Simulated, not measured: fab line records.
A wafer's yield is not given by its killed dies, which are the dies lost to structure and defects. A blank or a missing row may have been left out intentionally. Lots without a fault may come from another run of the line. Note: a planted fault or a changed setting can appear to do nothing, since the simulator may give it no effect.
Struck lot and sound lot, side by side || flow sky130 || 33 out of 708 route steps
Sound: wafers L331.1, L331.3, L331.6. The struck wafers were L336.1, L336.3, L336.6. The cause comes at the end.
Each step with rows lists, per side, the tool, then ch with its chambers, then its first start. Under that, the readings that differ: sound wafers || struck wafers || difference of the means || sigmas: that difference in standard deviations of wafers without a fault.
alike: same words and numbers on both sides, and readings whose means sit less than 2 such deviations apart. not compared: any withheld reading, any reading some wafer has no value for, any bound like >300 that may hide the same value, and any number with overlapping values for which the record gives no deviation.
The two part at a step that has a row with sigmas, a row that says differs or no value, or rows on one side only. When numbers do not overlap yet have no deviation, they are printed without sigmas and do not part them. A reading that every wafer of one side lacks parts them only if that side has two wafers or more.

first, 4 steps without rows for these wafers: SKY_LOCAL_INTERCONNECT_SOFTBAKE_07 (time 90 s); SKY_LOCAL_INTERCONNECT_EXPOSE_08 (exposes mask LI1M, target cd 170 nm); SKY_LOCAL_INTERCONNECT_PEB_09; SKY_LOCAL_INTERCONNECT_DEVELOP_10 (develop time 60 s).
SKY_LOCAL_INTERCONNECT_CD_MEAS_11: the cd target is 170 nm.
  struck on cd_sem-02, day 33 16:33; sound on cd_sem-01, day 31 02:50
  alike: cd_nm
SKY_LOCAL_INTERCONNECT_OVL_MEAS_12:
  struck on overlay-01, day 33 16:40; sound on overlay-02, day 31 02:58
  alike: LOCAL_INTERCONNECT_OVL
SKY_LOCAL_INTERCONNECT_ETCH_13: etches BARC in N2/H2, stops on SiO2, time 45.9 s, target depth 60 nm.
  sound on rie_metal-01 ch 1, day 31 02:59; struck on rie_metal-03 ch 0,1, day 33 16:43
  alike: drypump_motor_current_A, he_backside_leak_sccm, oes_product_au, throttle_valve_pct
  not compared: rf_hours_counter_h
SKY_LOCAL_INTERCONNECT_METAL_ETCH_14: etches TiN in Cl2/BCl3, stops on PSG, target depth 110 nm, time 31.4 s.
  sound on rie_metal-01 ch 1, day 31 03:07; struck on rie_metal-03 ch 0,1, day 33 16:46
  alike: drypump_motor_current_A, he_backside_leak_sccm, oes_product_au, throttle_valve_pct
  not compared: rf_hours_counter_h
SKY_LOCAL_INTERCONNECT_STRIP_15: strips in O2/N2.
  sound on plasma_asher-03 ch 0,1, day 31 03:13; struck on plasma_asher-04 ch 0,1, day 33 16:49
  alike: drypump_motor_current_A, o2_flow_sccm, oes_product_au, strip_time_to_endpoint_s
  not compared: rf_hours_counter_h
then, 3 steps without rows for these wafers: SKY_LOCAL_INTERCONNECT_STRIP_16 (strips in post etch residue remover, time 1200 s); SKY_LOCAL_INTERCONNECT_CLEAN_17 (cleans in IPA, time 180 s); SKY_LOCAL_INTERCONNECT_CLEAN_18 (cleans in O3/DIW).
SKY_CONTACT_CVD_00: deposits Si3N4, target thk 75 nm.
  sound on pecvd-03 ch 0,1, day 31 03:51; struck on pecvd-02 ch 0,1,2, day 33 17:00
  alike: heater_power_outer_w, heater_power_w
SKY_CONTACT_THK_MEAS_01:
  struck on film_metro-04, day 33 17:39; sound on film_metro-04, day 31 03:53
{"reading": "CONTACT_CVD_00_THK (nm)", "sound": "74.7 75.0 75.6", "struck": "148.0 147.7 153.6", "difference": "+74.7", "sigmas": "+75"}
then, 1 step without rows for these wafers: SKY_CONTACT_HDPCVD_02 (deposits SiO2, target thk 565 nm, time 94.2 s).
SKY_CONTACT_THK_MEAS_03:
  struck on film_metro-02, day 33 17:47; sound on film_metro-02, day 31 04:01
{"reading": "CONTACT_HDPCVD_THK (nm)", "sound": "572 578 570", "struck": "564 565 555", "difference": -12, "sigmas": -2}
then, 1 step without rows for these wafers: SKY_CONTACT_CMP_04 (polishes SiO2).
SKY_CONTACT_BOW_MEAS_05:
  struck on film_metro-02, day 33 18:17; sound on film_metro-04, day 31 04:22
  alike: CONTACT_BOW
then, 8 steps without rows for these wafers: SKY_CONTACT_DEHYDRATE_06 (time 60 s); SKY_CONTACT_HMDS_07 (prime time 60 s); SKY_CONTACT_COAT_08 (resist thk 60 nm); SKY_CONTACT_COAT_09 (resist thk 450 nm); SKY_CONTACT_SOFTBAKE_10 (time 90 s); SKY_CONTACT_EXPOSE_11 (exposes mask CTM1, target cd 170 nm); SKY_CONTACT_PEB_12; SKY_CONTACT_DEVELOP_13 (develop time 60 s).
SKY_CONTACT_CD_MEAS_14: the cd target is 170 nm.
  struck on cd_sem-02, day 34 21:05; sound on cd_sem-02, day 32 07:23
  alike: cd_nm
SKY_CONTACT_OVL_MEAS_15:
  struck on overlay-01, day 34 21:13; sound on overlay-01, day 32 07:31
  alike: CONTACT_OVL
SKY_CONTACT_ETCH_16: etches BARC in N2/H2, stops on SiO2, time 45.9 s, target depth 60 nm.
  sound on rie_diel-02 ch 1,3, day 32 07:32; struck on rie_diel-01 ch 1,2,3, day 34 21:14
  alike: drypump_motor_current_A, oes_product_au, throttle_valve_pct
  not compared: rf_hours_counter_h
SKY_CONTACT_ETCH_17: etches SiO2 in C4F8/O2/Ar, stops on Si3N4, target depth 340 nm.
  sound on rie_diel-02 ch 1,3, day 32 07:35; struck on rie_diel-01 ch 1,2,3, day 34 21:17
  alike: oes_product_au
SKY_CONTACT_ETCH_18: etches Si3N4 in CHF3/O2, stops on TiN, time 39 s, target depth 75 nm.
  sound: rie_diel-02 ch 1,3; struck: rie_diel-01 ch 1,2,3
{"reading": "oes_product_au (a.u.)", "sound": "0.856 0.856 0.859", "struck": "1.018 0.996 0.986", "difference": "+0.143", "sigmas": "+19"}
{"reading": "model.etch.depth_nm (nm)", "sound": "74.73 74.95 75.68", "struck": "100.5 96.4 95.92", "difference": "+22.5", "sigmas": ""}
  alike: chf3_flow_sccm, drypump_motor_current_A, throttle_valve_pct
  not compared: rf_hours_counter_h
then, 1 step without rows for these wafers: SKY_CONTACT_STRIP_19 (strips in O2/N2).
-- the record jumps here: 13 days lie between the struck wafers' starts before and after (it left off in module CONTACT and takes up again in module PAD_OPEN, whose first step shown is number 708 of the route) --
SKY_PAD_OPEN_PROBE_99:
  struck on prober-02, day 48 06:58; sound on prober-02, day 46 05:53
{"reading": "killed_at_contacts", "sound": "23 19 27", "struck": "434 422 433", "difference": "+407", "sigmas": "+85"}
{"reading": "killed_dies", "sound": "89 89 96", "struck": "492 492 492", "difference": "+401", "sigmas": "+47"}
{"reading": "killed_on_rim", "sound": "25 19 18", "struck": "96 96 96", "difference": "+75", "sigmas": "+18"}
  alike: killed_at_M0_to_M3, killed_at_M4_up, killed_at_front_end, killed_at_other, killed_open, killed_short

## WHERE THEY PART
Last at SKY_PAD_OPEN_PROBE_99 as far as this record goes, first at SKY_CONTACT_THK_MEAS_01.

WHY: the cause the simulator had injected
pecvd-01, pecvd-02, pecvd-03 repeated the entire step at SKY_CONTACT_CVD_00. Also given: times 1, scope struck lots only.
